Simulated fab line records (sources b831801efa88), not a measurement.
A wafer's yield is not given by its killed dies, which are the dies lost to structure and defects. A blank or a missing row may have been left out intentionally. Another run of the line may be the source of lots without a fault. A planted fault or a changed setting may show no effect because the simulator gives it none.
fab line records :: flow sky130 :: part 2 of 2: steps 30 to 40 of 40
record:
  lots: 5
  wafers: 15
  last_day: 49
route steps=708 shown POLY_CUT@317 SD_P@320 RES_XHIGH@332 SD_N@342
lots that met no fault: from a run of the same line without faults
start_h: start of the lot's first displayed wafer, in hours after the record's first day :: wait_h: hours elapsed since this lot's preceding step :: " same as the row above :: L1.1+2: several wafers, shown together as one row :: - no value, or no start was given :: * or withheld: withheld :: < > ~ a bound
route shown NAME@n: NAME is a module with steps in the file, n the number in the route of the first one :: usual: mean/standard deviation taken from wafers without a fault :: same: alike in all rows :: chamber/n: place in a boat :: sites: readings site by site :: _std_site: the standard deviation of these :: _edge_site: outer sites' mean less inner sites' :: radius_mm: how far each site lies from the wafer's centre :: mask NAME#n: copy n :: behind: the tool/chamber that last shaped the wafer :: hold: the reason the lot was held/the length of the hold in hours/how it ended :: device: whichever transistor did not switch (one of n, p or np) :: end of line: the tests these same wafers got at the end of their route :: for a step that has no rows: nothing shown but its recipe :: killed: the dies lost at the first sort to structure and to defects; this is not the yield of the wafer :: map: the dies of a wafer, with x for killed, . for not killed, _ for no die there
set.NAME: setting as actually run; set.NAME@STEP: the setting as run at that earlier step :: model.NAME: the simulator's own value behind a step, which no gauge read
a table for each step, a row for each wafer; lots at some steps of the route
services: a tool's chamber out of use, with start hour (start_h, from the record's first day; less than 0 if before it), hours out, and reason
== steps ==
step: SKY_SD_N_EXPOSE_04
recipe:
  mask_id: NSDM
  na: 0.6
  source_shape: conventional
  sigma_outer: 0.6
  polarization: unpolarized
  target_cd_nm: 380
  dose_mj: 141
usual:
  exposure_dose_mJ_cm2: 140.98/0.13
lot.wafer: L079.1
tool: iline_stepper-01
chamber: 0
start_h: -
wait_h: -
mask: NSDM#0
exposure_dose_mJ_cm2: 140.76

lot.wafer: L079.2
tool: iline_stepper-01
chamber: 0
start_h: -
wait_h: -
mask: NSDM#0
exposure_dose_mJ_cm2: 140.92

lot.wafer: L079.6
tool: iline_stepper-01
chamber: 0
start_h: -
wait_h: -
mask: NSDM#0
exposure_dose_mJ_cm2: 140.86

lot.wafer: L083.2
tool: iline_stepper-01
chamber: 0
start_h: -
wait_h: -
mask: NSDM#0
exposure_dose_mJ_cm2: 140.96

lot.wafer: L083.5
tool: iline_stepper-01
chamber: 0
start_h: -
wait_h: -
mask: NSDM#0
exposure_dose_mJ_cm2: 140.94

lot.wafer: L083.6
tool: iline_stepper-01
chamber: 0
start_h: -
wait_h: -
mask: NSDM#0
exposure_dose_mJ_cm2: 140.79

lot.wafer: L087.1
tool: iline_stepper-02
chamber: 0
start_h: -
wait_h: -
mask: NSDM#0
exposure_dose_mJ_cm2: 140.93

lot.wafer: L087.3
tool: iline_stepper-02
chamber: 0
start_h: -
wait_h: -
mask: NSDM#0
exposure_dose_mJ_cm2: 141.15

lot.wafer: L087.4
tool: iline_stepper-02
chamber: 0
start_h: -
wait_h: -
mask: NSDM#0
exposure_dose_mJ_cm2: 140.88

lot.wafer: L090.1
tool: iline_stepper-02
chamber: 0
start_h: -
wait_h: -
mask: NSDM#0
exposure_dose_mJ_cm2: 140.99

lot.wafer: L090.4
tool: iline_stepper-02
chamber: 0
start_h: -
wait_h: -
mask: NSDM#0
exposure_dose_mJ_cm2: 141.04

lot.wafer: L090.5
tool: iline_stepper-02
chamber: 0
start_h: -
wait_h: -
mask: NSDM#0
exposure_dose_mJ_cm2: 140.92

lot.wafer: L094.1
tool: iline_stepper-02
chamber: 0
start_h: -
wait_h: -
mask: NSDM#0
exposure_dose_mJ_cm2: 141.25

lot.wafer: L094.3
tool: iline_stepper-02
chamber: 0
start_h: -
wait_h: -
mask: NSDM#0
exposure_dose_mJ_cm2: 141.06

lot.wafer: L094.6
tool: iline_stepper-02
chamber: 0
start_h: -
wait_h: -
mask: NSDM#0
exposure_dose_mJ_cm2: 141.07
step: SKY_SD_N_PEB_05
recipe:
  temp_c: withheld
  time_s: *
  resist: NOVOLAK
lot.wafer: L079.1+2+6
tool: litho_track-02
chamber: 0
start_h: -
wait_h: -

lot.wafer: L083.2+5+6
tool: litho_track-03
chamber: 0
start_h: -
wait_h: -

lot.wafer: L087.1+3+4
tool: litho_track-03
chamber: 0
start_h: -
wait_h: -

lot.wafer: L090.1+4+5
tool: litho_track-04
chamber: 0
start_h: -
wait_h: -

lot.wafer: L094.1+3+6
tool: litho_track-04
chamber: 0
start_h: -
wait_h: -
step: SKY_SD_N_DEVELOP_06
recipe:
  resist: NOVOLAK
  developer: TMAH
  develop_time_s: 60
  dev_temp_c: 23
lot.wafer: L079.1+2+6
tool: litho_track-02
chamber: 0
start_h: 686.31
wait_h: 0.1

lot.wafer: L083.2+5+6
tool: litho_track-03
chamber: 0
start_h: 720.40
wait_h: 0.1

lot.wafer: L087.1+3+4
tool: litho_track-03
chamber: 0
start_h: 752.13
wait_h: 0.1

lot.wafer: L090.1+4+5
tool: litho_track-04
chamber: 0
start_h: 776.34
wait_h: 0.1

lot.wafer: L094.1+3+6
tool: litho_track-04
chamber: 0
start_h: 801.04
wait_h: 0.1
step: SKY_SD_N_CD_MEAS_07
recipe:
  target_cd_nm: 380
usual:
  cd_nm: 379/3
lot.wafer: L079.1
tool: cd_sem-02
chamber: -
start_h: 686.46
wait_h: 0.1
cd_nm: 380

lot.wafer: L079.2
tool: cd_sem-02
chamber: -
start_h: 686.46
wait_h: 0.1
cd_nm: 378

lot.wafer: L079.6
tool: cd_sem-02
chamber: -
start_h: 686.46
wait_h: 0.1
cd_nm: 381

lot.wafer: L083.2
tool: cd_sem-01
chamber: -
start_h: 720.55
wait_h: 0.1
cd_nm: 377

lot.wafer: L083.5
tool: cd_sem-01
chamber: -
start_h: 720.55
wait_h: 0.1
cd_nm: 379

lot.wafer: L083.6
tool: cd_sem-01
chamber: -
start_h: 720.55
wait_h: 0.1
cd_nm: 379

lot.wafer: L087.1
tool: cd_sem-01
chamber: -
start_h: 752.28
wait_h: 0.1
cd_nm: 377

lot.wafer: L087.3
tool: cd_sem-01
chamber: -
start_h: 752.28
wait_h: 0.1
cd_nm: 378

lot.wafer: L087.4
tool: cd_sem-01
chamber: -
start_h: 752.28
wait_h: 0.1
cd_nm: 374

lot.wafer: L090.1
tool: cd_sem-02
chamber: -
start_h: 776.49
wait_h: 0.1
cd_nm: 380

lot.wafer: L090.4
tool: cd_sem-02
chamber: -
start_h: 776.49
wait_h: 0.1
cd_nm: 378

lot.wafer: L090.5
tool: cd_sem-02
chamber: -
start_h: 776.49
wait_h: 0.1
cd_nm: 380

lot.wafer: L094.1
tool: cd_sem-02
chamber: -
start_h: 801.19
wait_h: 0.1
cd_nm: 384

lot.wafer: L094.3
tool: cd_sem-02
chamber: -
start_h: 801.19
wait_h: 0.1
cd_nm: 383

lot.wafer: L094.6
tool: cd_sem-02
chamber: -
start_h: 801.19
wait_h: 0.1
cd_nm: 384
step: SKY_SD_N_OVL_MEAS_08
usual:
  SD_N_OVL: 0.2/1.2
lot.wafer: L079.1
tool: overlay-02
chamber: -
start_h: 686.58
wait_h: 0.1
SD_N_OVL[nm]: 0.0

lot.wafer: L079.2
tool: overlay-02
chamber: -
start_h: 686.58
wait_h: 0.1
SD_N_OVL[nm]: 1.4

lot.wafer: L079.6
tool: overlay-02
chamber: -
start_h: 686.58
wait_h: 0.1
SD_N_OVL[nm]: -0.8

lot.wafer: L083.2
tool: overlay-02
chamber: -
start_h: 720.65
wait_h: 0.1
SD_N_OVL[nm]: -0.5

lot.wafer: L083.5
tool: overlay-02
chamber: -
start_h: 720.65
wait_h: 0.1
SD_N_OVL[nm]: 0.3

lot.wafer: L083.6
tool: overlay-02
chamber: -
start_h: 720.65
wait_h: 0.1
SD_N_OVL[nm]: 0.3

lot.wafer: L087.1
tool: overlay-01
chamber: -
start_h: 752.40
wait_h: 0.1
SD_N_OVL[nm]: 1.3

lot.wafer: L087.3
tool: overlay-01
chamber: -
start_h: 752.40
wait_h: 0.1
SD_N_OVL[nm]: 0.2

lot.wafer: L087.4
tool: overlay-01
chamber: -
start_h: 752.40
wait_h: 0.1
SD_N_OVL[nm]: 0.9

lot.wafer: L090.1
tool: overlay-01
chamber: -
start_h: 776.61
wait_h: 0.1
SD_N_OVL[nm]: 0.0

lot.wafer: L090.4
tool: overlay-01
chamber: -
start_h: 776.61
wait_h: 0.1
SD_N_OVL[nm]: 1.3

lot.wafer: L090.5
tool: overlay-01
chamber: -
start_h: 776.61
wait_h: 0.1
SD_N_OVL[nm]: 0.2

lot.wafer: L094.1
tool: overlay-02
chamber: -
start_h: 801.31
wait_h: 0.1
SD_N_OVL[nm]: 2.2

lot.wafer: L094.3
tool: overlay-02
chamber: -
start_h: 801.31
wait_h: 0.1
SD_N_OVL[nm]: 0.6

lot.wafer: L094.6
tool: overlay-02
chamber: -
start_h: 801.31
wait_h: 0.1
SD_N_OVL[nm]: 0.3
step: SKY_SD_N_IMPLANT_09
recipe:
  species: As
  energy_kev: 50
  dose_cm2: 4e+15
  tilt_deg: 0
lot.wafer: L079.1+2+6
tool: implanter-03
chamber: 0
start_h: 686.61
wait_h: 0.0

lot.wafer: L083.2+5+6
tool: implanter-03
chamber: 0
start_h: 720.71
wait_h: 0.0

lot.wafer: L087.1+3+4
tool: implanter-04
chamber: 0
start_h: 752.43
wait_h: 0.0

lot.wafer: L090.1+4+5
tool: implanter-03
chamber: 0
start_h: 776.64
wait_h: 0.0

lot.wafer: L094.1+3+6
tool: implanter-02
chamber: 0
start_h: 801.34
wait_h: 0.0
step: SKY_SD_N_IMPLANT_10
recipe:
  species: P
  energy_kev: 20
  dose_cm2: 1e+14
  tilt_deg: 0
lot.wafer: L079.1+2+6
tool: implanter-03
chamber: 0
start_h: 686.76
wait_h: 0.1

lot.wafer: L083.2+5+6
tool: implanter-03
chamber: 0
start_h: 720.86
wait_h: 0.1

lot.wafer: L087.1+3+4
tool: implanter-04
chamber: 0
start_h: 752.58
wait_h: 0.1

lot.wafer: L090.1+4+5
tool: implanter-03
chamber: 0
start_h: 776.79
wait_h: 0.1

lot.wafer: L094.1+3+6
tool: implanter-02
chamber: 0
start_h: 801.49
wait_h: 0.1
step: SKY_SD_N_STRIP_11
recipe:
  chemistry: O2/N2
  power_w: 1400
  pressure_mtorr: 1500
  platen_temp_c: withheld
  o2_flow_sccm: 3000
  n2_flow_sccm: 300
  overash_fraction: 0.5
usual:
  chamber_pressure_mTorr: 1500.0/1.4
  drypump_motor_current_A: 5.8/0.41
  oes_product_au: 0.527/0.0046
  strip_time_to_endpoint_s: 22.54/0.036
lot.wafer: L079.1
tool: plasma_asher-04
chamber: 1
start_h: 686.91
wait_h: 0.1
chamber_pressure_mTorr: 1501.3
drypump_motor_current_A: 6.3
oes_product_au: 0.524
rf_hours_counter_h: 101
strip_time_to_endpoint_s: 22.46

lot.wafer: L079.2
tool: plasma_asher-04
chamber: 0
start_h: 686.91
wait_h: 0.1
chamber_pressure_mTorr: 1496.7
drypump_motor_current_A: 5.4
oes_product_au: 0.531
rf_hours_counter_h: 101
strip_time_to_endpoint_s: 22.56

lot.wafer: L079.6
tool: plasma_asher-04
chamber: 1
start_h: 686.91
wait_h: 0.1
chamber_pressure_mTorr: 1499.9
drypump_motor_current_A: 6.3
oes_product_au: 0.536
rf_hours_counter_h: -
strip_time_to_endpoint_s: 22.55

lot.wafer: L083.2
tool: plasma_asher-03
chamber: 0
start_h: 720.98
wait_h: 0.1
chamber_pressure_mTorr: 1501.2
drypump_motor_current_A: 6.3
oes_product_au: 0.530
rf_hours_counter_h: 83
strip_time_to_endpoint_s: 22.56

lot.wafer: L083.5
tool: plasma_asher-03
chamber: 0
start_h: 720.98
wait_h: 0.1
chamber_pressure_mTorr: 1499.1
drypump_motor_current_A: 6.3
oes_product_au: 0.528
rf_hours_counter_h: -
strip_time_to_endpoint_s: 22.58

lot.wafer: L083.6
tool: plasma_asher-03
chamber: 1
start_h: 720.98
wait_h: 0.1
chamber_pressure_mTorr: 1500.7
drypump_motor_current_A: 5.8
oes_product_au: 0.519
rf_hours_counter_h: -
strip_time_to_endpoint_s: 22.58

lot.wafer: L087.1
tool: plasma_asher-04
chamber: 1
start_h: 752.73
wait_h: 0.1
chamber_pressure_mTorr: 1499.0
drypump_motor_current_A: 6.3
oes_product_au: 0.527
rf_hours_counter_h: 1
strip_time_to_endpoint_s: 22.58

lot.wafer: L087.3
tool: plasma_asher-04
chamber: 0
start_h: 752.73
wait_h: 0.1
chamber_pressure_mTorr: 1500.8
drypump_motor_current_A: 5.4
oes_product_au: 0.528
rf_hours_counter_h: -
strip_time_to_endpoint_s: 22.57

lot.wafer: L087.4
tool: plasma_asher-04
chamber: 1
start_h: 752.73
wait_h: 0.1
chamber_pressure_mTorr: 1499.8
drypump_motor_current_A: 6.3
oes_product_au: 0.526
rf_hours_counter_h: -
strip_time_to_endpoint_s: 22.60

lot.wafer: L090.1
tool: plasma_asher-04
chamber: 0
start_h: 776.94
wait_h: 0.1
chamber_pressure_mTorr: 1499.7
drypump_motor_current_A: 5.3
oes_product_au: 0.527
rf_hours_counter_h: 3
strip_time_to_endpoint_s: 22.56

lot.wafer: L090.4
tool: plasma_asher-04
chamber: 1
start_h: 776.94
wait_h: 0.1
chamber_pressure_mTorr: 1500.3
drypump_motor_current_A: 6.3
oes_product_au: 0.526
rf_hours_counter_h: -
strip_time_to_endpoint_s: 22.60

lot.wafer: L090.5
tool: plasma_asher-04
chamber: 1
start_h: 776.94
wait_h: 0.1
chamber_pressure_mTorr: 1499.9
drypump_motor_current_A: 6.3
oes_product_au: 0.519
rf_hours_counter_h: -
strip_time_to_endpoint_s: 22.58

lot.wafer: L094.1
tool: plasma_asher-01
chamber: 1
start_h: 801.64
wait_h: 0.1
chamber_pressure_mTorr: 1499.6
drypump_motor_current_A: 5.4
oes_product_au: 0.521
rf_hours_counter_h: 70
strip_time_to_endpoint_s: 22.52

lot.wafer: L094.3
tool: plasma_asher-01
chamber: 1
start_h: 801.64
wait_h: 0.1
chamber_pressure_mTorr: 1498.9
drypump_motor_current_A: 5.4
oes_product_au: 0.535
rf_hours_counter_h: -
strip_time_to_endpoint_s: 22.48

lot.wafer: L094.6
tool: plasma_asher-01
chamber: 1
start_h: 801.64
wait_h: 0.1
chamber_pressure_mTorr: 1499.8
drypump_motor_current_A: 5.4
oes_product_au: 0.527
rf_hours_counter_h: -
strip_time_to_endpoint_s: 22.51
step: SKY_SD_N_TW_MEAS_12
usual:
  SD_N_TW: 3952/26
lot.wafer: L079.1
tool: film_metro-02
chamber: -
start_h: 687.01
wait_h: 0.1
SD_N_TW: 3928

lot.wafer: L079.2
tool: film_metro-02
chamber: -
start_h: 687.01
wait_h: 0.1
SD_N_TW: 3944

lot.wafer: L079.6
tool: film_metro-02
chamber: -
start_h: 687.01
wait_h: 0.1
SD_N_TW: 3946

lot.wafer: L083.2
tool: film_metro-04
chamber: -
start_h: 721.09
wait_h: 0.1
SD_N_TW: 3935

lot.wafer: L083.5
tool: film_metro-04
chamber: -
start_h: 721.09
wait_h: 0.1
SD_N_TW: 3944

lot.wafer: L083.6
tool: film_metro-04
chamber: -
start_h: 721.09
wait_h: 0.1
SD_N_TW: 3943

lot.wafer: L087.1
tool: film_metro-04
chamber: -
start_h: 752.83
wait_h: 0.1
SD_N_TW: 3979

lot.wafer: L087.3
tool: film_metro-04
chamber: -
start_h: 752.83
wait_h: 0.1
SD_N_TW: 3966

lot.wafer: L087.4
tool: film_metro-04
chamber: -
start_h: 752.83
wait_h: 0.1
SD_N_TW: 3966

lot.wafer: L090.1
tool: film_metro-02
chamber: -
start_h: 777.04
wait_h: 0.1
SD_N_TW: 3937

lot.wafer: L090.4
tool: film_metro-02
chamber: -
start_h: 777.04
wait_h: 0.1
SD_N_TW: 3962

lot.wafer: L090.5
tool: film_metro-02
chamber: -
start_h: 777.04
wait_h: 0.1
SD_N_TW: 3918

lot.wafer: L094.1
tool: film_metro-03
chamber: -
start_h: 801.74
wait_h: 0.1
SD_N_TW: 3950

lot.wafer: L094.3
tool: film_metro-03
chamber: -
start_h: 801.74
wait_h: 0.1
SD_N_TW: 3946

lot.wafer: L094.6
tool: film_metro-03
chamber: -
start_h: 801.74
wait_h: 0.1
SD_N_TW: 3970
step: SKY_SD_N_CLEAN_13
recipe:
  chemistry: SC1/SC2
  mix: 1:4:20
  temp_c: 70
  time_s: 150
  dry: n2_spin
lot.wafer: L079.1+2+6
tool: wet_bench-02
chamber: 0
start_h: 687.07
wait_h: 0.1

lot.wafer: L083.2+5+6
tool: wet_bench-02
chamber: 2
start_h: 721.14
wait_h: 0.0

lot.wafer: L087.1+3+4
tool: wet_bench-04
chamber: 3
start_h: 752.89
wait_h: 0.1

lot.wafer: L090.1+4+5
tool: wet_bench-04
chamber: 1
start_h: 777.10
wait_h: 0.1

lot.wafer: L094.1+3+6
tool: wet_bench-02
chamber: 3
start_h: 801.80
wait_h: 0.1
step: SKY_SD_N_RTA_14
recipe:
  temp_c: 1075
  time_s: 2
  idle_temp_c: 650
  ramp_up_c_per_s: 150
  ramp_down_c_per_s: 90
  ambient: N2
usual:
  lamp_power_pct: 15.74/0.052
  wafer_temp_C_max: 1077.9/1.2
lot.wafer: L079.1
tool: rtp_anneal-01
chamber: 0
start_h: 687.13
wait_h: 0.0
lamp_power_pct: 15.79
wafer_temp_C_max: 1078.3

lot.wafer: L079.2
tool: rtp_anneal-01
chamber: 0
start_h: 687.13
wait_h: 0.0
lamp_power_pct: 15.70
wafer_temp_C_max: 1078.5

lot.wafer: L079.6
tool: rtp_anneal-01
chamber: 0
start_h: 687.13
wait_h: 0.0
lamp_power_pct: 15.72
wafer_temp_C_max: 1075.4

lot.wafer: L083.2
tool: rtp_anneal-01
chamber: 0
start_h: 721.20
wait_h: 0.0
lamp_power_pct: 15.71
wafer_temp_C_max: 1079.2

lot.wafer: L083.5
tool: rtp_anneal-01
chamber: 0
start_h: 721.20
wait_h: 0.0
lamp_power_pct: 15.78
wafer_temp_C_max: 1077.0

lot.wafer: L083.6
tool: rtp_anneal-01
chamber: 0
start_h: 721.20
wait_h: 0.0
lamp_power_pct: 15.63
wafer_temp_C_max: 1079.8

lot.wafer: L087.1
tool: rtp_anneal-01
chamber: 0
start_h: 752.94
wait_h: 0.0
lamp_power_pct: 15.73
wafer_temp_C_max: 1078.1

lot.wafer: L087.3
tool: rtp_anneal-01
chamber: 0
start_h: 752.94
wait_h: 0.0
lamp_power_pct: 15.84
wafer_temp_C_max: 1078.1

lot.wafer: L087.4
tool: rtp_anneal-01
chamber: 0
start_h: 752.94
wait_h: 0.0
lamp_power_pct: 15.67
wafer_temp_C_max: 1078.5

lot.wafer: L090.1
tool: rtp_anneal-02
chamber: 0
start_h: 777.15
wait_h: 0.0
lamp_power_pct: 15.75
wafer_temp_C_max: 1076.7

lot.wafer: L090.4
tool: rtp_anneal-02
chamber: 0
start_h: 777.15
wait_h: 0.0
lamp_power_pct: 15.69
wafer_temp_C_max: 1078.1

lot.wafer: L090.5
tool: rtp_anneal-02
chamber: 0
start_h: 777.15
wait_h: 0.0
lamp_power_pct: 15.76
wafer_temp_C_max: 1079.2

lot.wafer: L094.1
tool: rtp_anneal-02
chamber: 0
start_h: 801.85
wait_h: 0.0
lamp_power_pct: 15.78
wafer_temp_C_max: 1078.5

lot.wafer: L094.3
tool: rtp_anneal-02
chamber: 0
start_h: 801.85
wait_h: 0.0
lamp_power_pct: 15.81
wafer_temp_C_max: 1078.0

lot.wafer: L094.6
tool: rtp_anneal-02
chamber: 0
start_h: 801.85
wait_h: 0.0
lamp_power_pct: 15.73
wafer_temp_C_max: 1076.9
== services ==
tool: iline_stepper-02
chamber: -
start_h: 577.90
hours: 13.2
kind: repair

tool: plasma_asher-03
chamber: -
start_h: 596.13
hours: 0.7
kind: repair

tool: plasma_asher-03
chamber: -
start_h: 597.59
hours: 18.5
kind: repair

tool: plasma_asher-04
chamber: -
start_h: 599.30
hours: 3.8
kind: repair

tool: plasma_asher-02
chamber: -
start_h: 600.76
hours: 0.3
kind: repair

tool: implanter-02
chamber: -
start_h: 653.01
hours: 1.2
kind: repair

tool: rie_diel-02
chamber: 0
start_h: 661.01
hours: 23.1
kind: repair

tool: plasma_asher-04
chamber: -
start_h: 663.99
hours: 4.2
kind: repair

tool: rie_diel-02
chamber: -
start_h: 683.77
hours: 0.5
kind: repair

tool: implanter-04
chamber: -
start_h: 690.71
hours: 4.5
kind: pm

tool: implanter-02
chamber: -
start_h: 702.03
hours: 0.7
kind: repair

tool: rie_diel-02
chamber: -
start_h: 710.85
hours: 0.7
kind: repair

tool: rie_diel-01
chamber: -
start_h: 713.85
hours: 1.7
kind: repair

tool: plasma_asher-02
chamber: -
start_h: 717.03
hours: 2.8
kind: pm

tool: plasma_asher-04
chamber: -
start_h: 733.75
hours: 9.0
kind: pm

tool: iline_stepper-01
chamber: -
start_h: 741.72
hours: 1.7
kind: pm

tool: rie_diel-01
chamber: 3
start_h: 744.20
hours: 2.4
kind: repair

tool: iline_stepper-02
chamber: -
start_h: 746.35
hours: 2.4
kind: repair

tool: implanter-03
chamber: -
start_h: 747.28
hours: 6.2
kind: repair

tool: plasma_asher-03
chamber: -
start_h: 752.80
hours: 4.3
kind: pm

tool: rie_diel-01
chamber: 3
start_h: 770.56
hours: 132.0
kind: repair

tool: iline_stepper-02
chamber: -
start_h: 779.13
hours: 1.7
kind: pm

tool: plasma_asher-03
chamber: -
start_h: 782.06
hours: 28.1
kind: pm

tool: rie_diel-01
chamber: 0
start_h: 787.04
hours: 3.8
kind: repair
